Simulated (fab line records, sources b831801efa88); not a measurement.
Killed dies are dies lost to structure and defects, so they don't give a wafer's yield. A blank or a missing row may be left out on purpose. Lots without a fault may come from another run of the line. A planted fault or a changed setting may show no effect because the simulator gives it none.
Chamber matching | flow sky130 | SKY_CAP2M_CVD_00 on pecvd-01: 3 sister chambers
The step deposits SiO2, target thk 15.5 nm. 3 wafers are shown with their chamber, then 10 later ones without.

WAFERS WITH THEIR CHAMBER
wafer  | chamber | heater_power_w (W)
L085.5 | 2       | 793
L087.2 | 0       | 672
L087.3 | 1       | 603

WAFERS WITHOUT THEIR CHAMBER
wafer  | heater_power_w (W)
L087.6 | 829
L089.1 | 779
L089.4 | 769
L089.6 | 661
L091.2 | 816
L091.5 | 699
L091.6 | 846
L095.1 | 554
L095.4 | 573
L095.5 | 820

WHICH CHAMBER EACH WENT THROUGH
wafer  | from the rows above     | in truth
L087.6 | 2                       | 2
L089.1 | 2                       | 2
L089.4 | 2                       | 2
L089.6 | can't be placed: 0 or 1 | 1
L091.2 | 2                       | 2
L091.5 | 0                       | 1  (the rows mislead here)
L091.6 | 2                       | 2
L095.1 | 1                       | 1
L095.4 | 1                       | 1
L095.5 | 2                       | 2
Placed correctly: 8 of 10. Can't be placed from these rows: 1 (the true chamber is among the candidates in 1). Placed wrongly: 1.
How it was worked out, from the rows above alone: a wafer's distance from a chamber is the root of the sum, over the readings, of the square of ((its reading less the chamber's mean) divided by the reading's scatter). The wafer belongs to the nearest chamber; if the next one is less than 2 further off, it can't be placed. A chamber's mean is the mean of its shown wafers. The scatter: with one shown wafer a chamber, the root of the mean of the squares of how far each hidden wafer lies from its nearest shown one.
